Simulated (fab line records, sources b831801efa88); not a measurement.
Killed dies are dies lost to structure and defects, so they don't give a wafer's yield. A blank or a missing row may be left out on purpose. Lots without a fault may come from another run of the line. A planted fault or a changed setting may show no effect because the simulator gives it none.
A struck lot beside a sound one | flow sky130 | 17 steps out of a route of 708
Sound: wafers L499.2, L499.3, L499.4. Struck: wafers L506.2, L506.4, L506.5. The cause comes at the end.
At each step with rows: each side's tool, then ch and its chambers, then its first start. Under that, the readings that differ: sound wafers | struck wafers | difference of the means | sigmas: that difference in standard deviations of wafers without a fault.
alike: readings whose means differ by less than 2 such deviations, and words and numbers that are the same on both sides. not compared: withheld readings, readings that some wafer has no value for, bounds like >300 that may hide the same value, and numbers for which the record gives no deviation and whose values overlap.
The two part at a step that has a row with sigmas, a row that says differs or no value, or rows on one side only. Numbers that don't overlap but have no deviation are shown without sigmas and don't part them. A reading that every wafer of one side lacks parts them only if that side has two wafers or more.

first, 5 steps without rows for these wafers: SKY_VIA4_COAT_06 (resist thk 1140 nm); SKY_VIA4_SOFTBAKE_07 (time 60 s); SKY_VIA4_EXPOSE_08 (exposes mask VIM4, target cd 800 nm); SKY_VIA4_PEB_09; SKY_VIA4_DEVELOP_10 (develop time 60 s).
SKY_VIA4_OVL_MEAS_11:
  sound on overlay-02, day 45 22:39; struck on overlay-01, day 47 13:42
  alike: VIA4_OVL
SKY_VIA4_ETCH_12: etches SiO2 in C4F8/O2/Ar, stops on TiN, target depth 580 nm.
  sound on rie_diel-01 ch 0,2,3, day 45 22:41; struck on rie_diel-04 ch 0,1,3, day 47 13:44
  alike: oes_product_au
SKY_VIA4_STRIP_13: strips in O2/N2.
  sound on plasma_asher-02 ch 0,1, day 45 22:46; struck on plasma_asher-01 ch 0,1, day 47 13:49
  alike: drypump_motor_current_A, oes_product_au, strip_time_to_endpoint_s
  not compared: rf_hours_counter_h
then, 3 steps without rows for these wafers: SKY_VIA4_STRIP_14 (strips in post etch residue remover, time 1200 s); SKY_VIA4_CLEAN_15 (cleans in IPA, time 180 s); SKY_VIA4_CLEAN_16 (cleans in O3/DIW).
SKY_VIA4_SPUTTER_17: material TiN, target thk 20 nm, time 80 s.
  sound on pvd_sputter-03, day 45 23:23; struck on pvd_sputter-01, day 47 14:26
  alike: throttle_valve_pct
SKY_VIA4_CVD_18: deposits W, target thk 505 nm, time 152.14 s.
  sound on cvd_w-02 ch 0,1, day 45 23:27; struck on cvd_w-01 ch 1, day 47 14:30
  reading                            | sound                | struck               | difference | sigmas
  heater_power_w (W)                 | 929 935 884          | 724 730 728          | -189       | -3
  susceptor_temp_C (C)               | 400.30 400.35 400.19 | 397.41 397.29 397.10 | -3.01      | -14
  model.W_of_VIA4_CVD_18.thk_nm (nm) | 503.1 500.9 508.4    | 479 480.5 475.5      | -26        |
SKY_VIA4_RS_MEAS_19: measures by four-point-probe.
  sound on film_metro-01, day 45 23:37; struck on film_metro-02, day 47 14:40
  reading            | sound                | struck               | difference | sigmas
  VIA4_W_RS (ohm/sq) | 0.2271 0.2287 0.2251 | 0.2393 0.2384 0.2409 | +0.0126    | +6
SKY_VIA4_THK_MEAS_20: measures by xrf.
  sound on film_metro-01, day 45 23:44; struck on film_metro-02, day 47 14:47
  reading         | sound       | struck      | difference | sigmas
  VIA4_W_THK (nm) | 511 505 516 | 475 477 472 | -36        | -5
SKY_VIA4_CMP_21: polishes, stops on SiO2, t overpolish 25 s, target thk 0 nm.
  sound on cmp-01 ch 0,2,3, day 45 23:47; struck on cmp-01 ch 0,2, day 47 14:53
  alike: motor_current_A, retaining_ring_pressure_frac
-- the record jumps here: 2 days lie between the struck wafers' starts before and after (it left off in module VIA4 and takes up again in module PAD_OPEN, whose first step shown is number 708 of the route) --
SKY_PAD_OPEN_PROBE_99:
  sound on prober-02, day 48 15:23; struck on prober-01, day 50 00:37
  alike: defect_limited_yield, killed_at_M0_to_M3, killed_at_M4_up, killed_at_contacts, killed_at_front_end, killed_at_other, killed_dies, killed_open, killed_short, sort_bin_3_pad_short, sort_bin_5_function, sort_bin_6_memory, sort_n_pass, sort_yield_pct

WHERE THEY PART
First at SKY_VIA4_CVD_18; last, within this record, at SKY_VIA4_THK_MEAS_20. Later steps at which nothing parts them and some readings are alike: SKY_VIA4_CMP_21, SKY_PAD_OPEN_PROBE_99.

WHY: what the simulator had put in
Process parameter drift: cvd_w-01, from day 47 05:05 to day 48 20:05, at SKY_VIA4_CVD_18. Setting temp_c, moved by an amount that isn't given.
